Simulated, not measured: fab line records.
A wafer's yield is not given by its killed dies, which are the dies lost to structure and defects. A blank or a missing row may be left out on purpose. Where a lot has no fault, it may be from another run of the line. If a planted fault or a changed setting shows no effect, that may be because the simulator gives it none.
Which tool was responsible?	flow gf180mcu	11 lots with 33 wafers sampled at 6 steps, on a route of 602 steps

== WHAT THE GAUGES SHOWED, per wafer ==
GF_V4_CD_MEAS_14 targets a cd of 260 nm.
lot	measured	on	cd-nm (nm)
L432	day 24 13:05	cd-sem-01	257.9 259.5 259.9
L438	day 26 16:28	cd-sem-02	259.7 260.7 260.0
L443	day 27 22:16	cd-sem-01	261.3 261.0 260.5
L442	day 28 00:39	cd-sem-02	258.7 259.8 259.7
L444	day 28 04:31	cd-sem-02	259.0 257.9 258.8
L445	day 28 05:46	cd-sem-01	258.9 257.5 258.2
L446	day 28 21:58	cd-sem-02	260.1 260.0 259.1
L447	day 29 14:41	cd-sem-01	260.9 261.4 261.3
L449	day 30 04:26	cd-sem-01	259.3 259.2 258.3
L451	day 30 06:10	cd-sem-02	260.4 260.2 259.3
L452	day 31 00:44	cd-sem-02	262.5 262.7 263.4

GF_MIM_RS_MEAS_10: uses a four-point probe to measure.
lot	measured	on	MIM_ALCU_RS (ohm/sq)
L432	day 24 15:02	film-metro-04	0.1592 0.1567 0.1583
L438	day 26 18:25	film-metro-04	0.1614 0.1580 0.1623
L443	day 28 00:21	film-metro-01	0.1595 0.1599 0.1600
L442	day 28 02:37	film-metro-02	0.1602 0.1600 0.1618
L444	day 28 06:28	film-metro-04	0.1589 0.1587 0.1607
L445	day 28 07:44	film-metro-02	0.1584 0.1600 0.1612
L446	day 28 23:53	film-metro-01	0.1621 0.1590 0.1619
L447	day 29 16:40	film-metro-02	0.1622 0.1610 0.1635
L449	day 30 06:22	film-metro-01	0.1589 0.1615 0.1197
L451	day 30 08:07	film-metro-01	0.1592 0.1184 0.1592
L452	day 31 02:40	film-metro-02	0.1621 0.1585 0.1593

GF_MIM_THK_MEAS_11: measures by xrf.
lot	measured	on	MIM_ALCU_THK (nm)
L432	day 24 15:08	film-metro-04	198.0 202.0 199.4
L438	day 26 18:32	film-metro-04	194.8 201.0 195.6
L443	day 28 00:28	film-metro-01	196.4 195.5 194.5
L442	day 28 02:44	film-metro-02	198.0 198.0 196.2
L444	day 28 06:35	film-metro-04	199.3 200.5 197.6
L445	day 28 07:51	film-metro-02	200.7 198.6 196.9
L446	day 28 23:59	film-metro-01	194.5 197.4 194.5
L447	day 29 16:47	film-metro-02	195.7 196.8 194.7
L449	day 30 06:28	film-metro-01	198.9 195.6 258.6
L451	day 30 08:14	film-metro-01	197.7 263.9 196.7
L452	day 31 02:47	film-metro-02	196.6 200.6 199.9

== TOOL THAT RAN EACH LOT (tool first, then ch and the chambers of the sampled wafers, then the start) ==
lot	GF_V4_ETCH_16	GF_V4_CVD_23	GF_MIM_SPUTTER_08
L432	rie-diel-04 ch 0,1, day 24 13:13	cvd-w-01 ch 0,1, day 24 14:01	pvd-sputter-02, day 24 14:56
L438	rie-diel-02 ch 0,2,3, day 26 16:38	cvd-w-02 ch 0,1, day 26 17:24	pvd-sputter-03, day 26 18:21
L443	rie-diel-02 ch 0,1,2, day 27 22:26	cvd-w-02 ch 0,1, day 27 23:11	pvd-sputter-02, day 28 00:17
L442	rie-diel-02 ch 0,2, day 28 00:49	cvd-w-02 ch 0,1, day 28 01:36	pvd-sputter-03, day 28 02:33
L444	rie-diel-01 ch 2,3, day 28 04:41	cvd-w-02 ch 0,1, day 28 05:28	pvd-sputter-04, day 28 06:25
L445	rie-diel-02 ch 0,2, day 28 05:56	cvd-w-02 ch 0,1, day 28 06:43	pvd-sputter-04, day 28 07:40
L446	rie-diel-02 ch 1,2,3, day 28 22:05	cvd-w-02 ch 0,1, day 28 22:53	pvd-sputter-04, day 28 23:48
L447	rie-diel-04 ch 1,2, day 29 14:51	cvd-w-02 ch 0,1, day 29 15:39	pvd-sputter-04, day 29 16:36
L449	rie-diel-02 ch 0,2,3, day 30 04:34	cvd-w-01 ch 0,1, day 30 05:22	pvd-sputter-04, day 30 06:16
L451	rie-diel-04 ch 1,2,3, day 30 06:20	cvd-w-02 ch 0,1, day 30 07:05	pvd-sputter-04, day 30 08:04
L452	rie-diel-04 ch 1,3, day 31 00:53	cvd-w-02 ch 1, day 31 01:38	pvd-sputter-02, day 31 02:35
- GF_V4_ETCH_16: etches BARC in N2/H2.
- GF_V4_CVD_23: deposits W, target thk 350 nm, time 104.9 s.
- GF_MIM_SPUTTER_08: material AlCu, target thk 200 nm, time 10.6 s.

== AS READ BY THE TOOLS THEMSELVES (means over the sampled wafers that have a number; for cases with no such wafer, the mark the record gives instead) ==
GF_V4_ETCH_16.
lot	tool	drypump-motor-current-A (A)	oes-product-au (a.u.)	throttle-valve-pct (%)
L432	rie-diel-04	5.7	0.852	13.230
L438	rie-diel-02	5.7	0.858	13.231
L443	rie-diel-02	5.4	0.856	13.224
L442	rie-diel-02	5.6	0.853	13.220
L444	rie-diel-01	6.0	0.857	13.226
L445	rie-diel-02	5.6	0.851	13.216
L446	rie-diel-02	5.5	0.855	13.221
L447	rie-diel-04	5.8	0.856	13.227
L449	rie-diel-02	5.7	0.855	13.223
L451	rie-diel-04	5.9	0.854	13.221
L452	rie-diel-04	5.6	0.858	13.218

GF_V4_CVD_23.
lot	tool	heater-power-w (W)	susceptor-temp-C (C)
L432	cvd-w-01	850	399.87
L438	cvd-w-02	789	399.84
L443	cvd-w-02	791	399.93
L442	cvd-w-02	774	399.89
L444	cvd-w-02	798	400.26
L445	cvd-w-02	785	400.05
L446	cvd-w-02	784	399.92
L447	cvd-w-02	806	400.05
L449	cvd-w-01	917	400.02
L451	cvd-w-02	789	400.06
L452	cvd-w-02	820	400.12

GF_MIM_SPUTTER_08.
lot	tool	throttle-valve-pct (%)
L432	pvd-sputter-02	29.2
L438	pvd-sputter-03	30.7
L443	pvd-sputter-02	29.3
L442	pvd-sputter-03	31.8
L444	pvd-sputter-04	29.5
L445	pvd-sputter-04	30.1
L446	pvd-sputter-04	29.5
L447	pvd-sputter-04	29.2
L449	pvd-sputter-04	29.4
L451	pvd-sputter-04	29.8
L452	pvd-sputter-02	29.9

== THE ANSWER, worked out from the rows above alone ==
Rule: usual is defined by the lots themselves. Put in order of their means at a reading, lots are off if they are a third of the lots or fewer, leave a main group of 4 or more, and stand apart from it by a gap of 3 or more times the standard deviation of the main group's means; of several such gaps the widest counts. The tables above print the reading to a certain number of digits; a main group whose means all agree to those digits is not used. A lot without any number at a reading at which 4 lots or more have one is off too. Any other lot the step has rows for is counted as sound. The gauges are gone through in route order, then the tools' own readings, and for those a lot's mean is taken as printed above. The first step at which some lot is off is used, and at that step the reading that is off furthest; a lot without a number counts as furthest.
Off: L449, L451, seen at GF_MIM_RS_MEAS_10 (MIM_ALCU_RS). Main group: mean 0.1602 ohm/sq, sd 0.0011.
A tool fits if, at a process step before that reading, it ran every lot that is off, and no sound lot after the first of them. The gauges at GF_MIM_RS_MEAS_10 are tried like those tools. Undecided on this evidence; 2 tools fit (pvd-sputter-04 at GF_MIM_SPUTTER_08, film-metro-01 at GF_MIM_RS_MEAS_10).

== WHAT HAD BEEN PUT IN BY THE SIMULATOR ==
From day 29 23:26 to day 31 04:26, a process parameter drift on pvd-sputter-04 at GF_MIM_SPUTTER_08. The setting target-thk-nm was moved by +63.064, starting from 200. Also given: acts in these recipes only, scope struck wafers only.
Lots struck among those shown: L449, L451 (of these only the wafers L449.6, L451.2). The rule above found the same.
